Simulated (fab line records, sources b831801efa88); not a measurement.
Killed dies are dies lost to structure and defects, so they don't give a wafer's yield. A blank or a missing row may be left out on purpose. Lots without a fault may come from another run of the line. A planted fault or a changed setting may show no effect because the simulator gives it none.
Which tool did it? | flow sky130 | 6 lots, 18 wafers sampled, at 1 step of a route of 708

WHAT THE GAUGES READ, wafer by wafer
SKY_POLY_GATE_CD_MEAS_13: target cd 150 nm.
lot  | measured     | on        | cd_nm (nm)
L102 | day 16 15:10 | cd_sem-01 | 150.2 151.7 151.8
L104 | day 17 15:13 | cd_sem-01 | 151.0 149.2 150.3
L111 | day 20 15:35 | cd_sem-01 | 149.5 149.5 148.5
L114 | day 21 05:24 | cd_sem-01 | 151.4 152.0 151.3
L117 | day 22 16:23 | cd_sem-02 | 149.1 149.6 149.5
L121 | day 23 20:22 | cd_sem-02 | 150.8 151.1 149.7

WHICH TOOL RAN EACH LOT (tool, then ch and the chambers of the sampled wafers, then the start)
The record holds no process step before these readings.

THE ANSWER, worked out from the rows above alone
Rule: what is usual is taken from the lots themselves. Put in order of their means at a reading, lots are off if they are a third of the lots or fewer, leave a main group of 4 or more, and stand apart from it by a gap of 3 or more times the standard deviation of the main group's means; of several such gaps the widest counts. A main group whose means are all the same, to the digits that the tables above print for the reading, isn't used. A lot without any number at a reading at which 4 lots or more have one is off too. The other lots that the step has rows for count as sound.
No lot is off at any reading shown: from this, nothing can be told.

WHAT THE SIMULATOR HAD PUT IN
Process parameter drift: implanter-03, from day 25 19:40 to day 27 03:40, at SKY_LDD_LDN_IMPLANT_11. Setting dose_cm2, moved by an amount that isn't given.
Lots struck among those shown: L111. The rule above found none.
